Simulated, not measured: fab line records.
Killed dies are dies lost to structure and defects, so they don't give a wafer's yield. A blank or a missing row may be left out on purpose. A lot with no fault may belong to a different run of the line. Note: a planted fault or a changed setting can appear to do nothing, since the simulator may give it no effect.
A struck lot beside a sound one :: flow sky130 :: 23 steps out of a route of 708
Sound: the wafers L212.2, L212.3, L212.5. Struck: wafer L217.6. (L217.4 of the same lot was not struck and is left out.) The cause comes at the end.
For every step that has rows: the tool of each side, followed by ch and its chambers, followed by its first start. Under that, the readings that differ: sound wafers :: struck wafers :: difference of the means :: sigmas: that difference in standard deviations of wafers without a fault.
alike: readings whose means differ by less than 2 such deviations, and words and numbers that are the same on both sides. not compared: withheld readings, readings that some wafer has no value for, bounds like >300 that may hide the same value, and numbers for which the record gives no deviation and whose values overlap.
Wherever a step has rows on one side only, a row that says differs or no value, or a row with sigmas, the two part there. Numbers that don't overlap but have no deviation are shown without sigmas and don't part them. Lack of a reading on every wafer of one side parts them only where that side has two or more wafers.

first, 1 step without rows for these wafers: SKY_CAP2M_DEVELOP_11 (develop time 60 s).
SKY_CAP2M_OVL_MEAS_12:
  sound on overlay-02 at day 42 21:56; struck on overlay-01 at day 43 21:33
  alike: CAP2M_OVL
SKY_CAP2M_METAL_ETCH_13: etches TiN in Cl2/BCl3, stops on SiO2, target depth 220 nm, time 62.9 s.
  sound on rie_metal-04 ch 0, day 42 21:58; struck on rie_metal-02 ch 0, day 43 21:35
  alike: drypump_motor_current_A, oes_product_au, throttle_valve_pct
  not compared: rf_hours_counter_h
SKY_CAP2M_STRIP_14: strips in O2/N2.
  sound on plasma_asher-02 ch 0,1, day 42 22:02; struck on plasma_asher-04 ch 1, day 43 21:40
  alike: drypump_motor_current_A, oes_product_au, strip_time_to_endpoint_s
  not compared: rf_hours_counter_h
then, 8 steps without rows for these wafers: SKY_CAP2M_STRIP_15 (strips in post etch residue remover, time 1200 s); SKY_CAP2M_CLEAN_16 (cleans in IPA, time 180 s); SKY_CAP2M_CLEAN_17 (cleans in O3/DIW); SKY_METAL4_DEHYDRATE_05 (time 60 s); SKY_METAL4_HMDS_06 (prime time 60 s); SKY_METAL4_COAT_07 (resist thk 60 nm); SKY_METAL4_COAT_08 (resist thk 1140 nm); SKY_METAL4_SOFTBAKE_09 (time 90 s).
SKY_METAL4_EXPOSE_10: exposes mask MM4, target cd 300 nm.
  sound on krf_scanner-01 ch 0, day 43 11:23; struck on krf_scanner-01 ch 0, day 44 09:57
  alike: mask
then, 2 steps without rows for these wafers: SKY_METAL4_PEB_11; SKY_METAL4_DEVELOP_12 (develop time 60 s).
SKY_METAL4_CD_MEAS_13: target cd 300 nm.
  sound on cd_sem-02 at day 43 22:44; struck on cd_sem-02 at day 44 20:54
reading: cd_nm (nm)
sound: 299.9 299.3 299.6
struck: 286.4
difference: -13.2
sigmas: -11
SKY_METAL4_OVL_MEAS_14:
  sound on overlay-01 at day 43 22:50; struck on overlay-01 at day 44 20:59
reading: METAL4_OVL (nm)
sound: -3 3 -1
struck: 10
difference: +10
sigmas: +2
SKY_METAL4_DESCUM_15: chemistry O2, time 8 s.
  sound on rie_metal-01 ch 1, day 43 22:52; struck on rie_metal-03 ch 1, day 44 21:01
reading: model.METAL4.cd_nm (nm)
sound: 300.4 300.2 300.3
struck: 285.8
difference: -14.5
sigmas: 
  alike: drypump_motor_current_A, oes_product_au
  not compared: rf_hours_counter_h
SKY_METAL4_ETCH_16: etches BARC in N2/H2, stops on SiO2, time 88.2 s, target depth 60 nm.
  sound on rie_metal-01 ch 1, day 43 22:54; struck on rie_metal-03 ch 1, day 44 21:04
  alike: drypump_motor_current_A, oes_product_au, throttle_valve_pct
  not compared: rf_hours_counter_h
SKY_METAL4_ETCH_17: etches SiO2 in C4F8/O2/Ar, stops on TiN, time 3.9 s, target depth 15 nm.
  sound on rie_diel-03 ch 1,2, day 43 23:00; struck on rie_diel-04 ch 2, day 44 21:08
  alike: oes_product_au
  not compared: rf_hours_counter_h
SKY_METAL4_METAL_ETCH_18: etches the open film in Cl2/BCl3, stops on SiO2, target depth 845 nm, time 183.1 s.
  sound on rie_metal-03 ch 0,1, day 43 23:01; struck on rie_metal-01 ch 1, day 44 21:13
reading: throttle_valve_pct (%)
sound: 22.264 22.259 22.264
struck: 22.285
difference: +0.023
sigmas: +2

reading: model.METAL4.cd_nm (nm)
sound: 293.9 304.3 297.1
struck: 287.6
difference: -10.8
sigmas: 
  alike: drypump_motor_current_A, oes_product_au
  not compared: rf_hours_counter_h
SKY_METAL4_STRIP_19: strips in O2/N2.
  sound on plasma_asher-01 ch 0,1, day 43 23:12; struck on plasma_asher-01 ch 1, day 44 21:22
  alike: drypump_motor_current_A, oes_product_au, strip_time_to_endpoint_s
  not compared: rf_hours_counter_h
-- the record jumps here: 4 days lie between the struck wafers' starts before and after (it left off in module METAL4 and takes up again in module PAD_OPEN, whose first step shown is number 708 of the route) --
SKY_PAD_OPEN_PROBE_99:
  sound on prober-01 at day 47 20:11; struck on prober-02 at day 48 16:44
reading: model.etest.met4.width_nm (nm)
sound: 297.6 305.9 299.6
struck: 286.8
difference: -14.2
sigmas: 

reading: model.etest.met4.line_ohm_um
sound: 0.1435 0.138 0.1441
struck: 0.1483
difference: +0.0064
sigmas: 
  alike: defect_limited_yield, killed_at_M0_to_M3, killed_at_M4_up, killed_at_contacts, killed_at_front_end, killed_at_other, killed_dies, killed_open, killed_short, sort_bin_3_pad_short, sort_bin_5_function, sort_bin_6_memory, sort_n_pass, sort_yield_pct

WHERE THEY PART
Last at SKY_METAL4_METAL_ETCH_18 as far as this record goes, first at SKY_METAL4_CD_MEAS_13. Later steps at which nothing parts them and some readings are alike: SKY_METAL4_STRIP_19, SKY_PAD_OPEN_PROBE_99.

WHY: whatever the simulator had introduced
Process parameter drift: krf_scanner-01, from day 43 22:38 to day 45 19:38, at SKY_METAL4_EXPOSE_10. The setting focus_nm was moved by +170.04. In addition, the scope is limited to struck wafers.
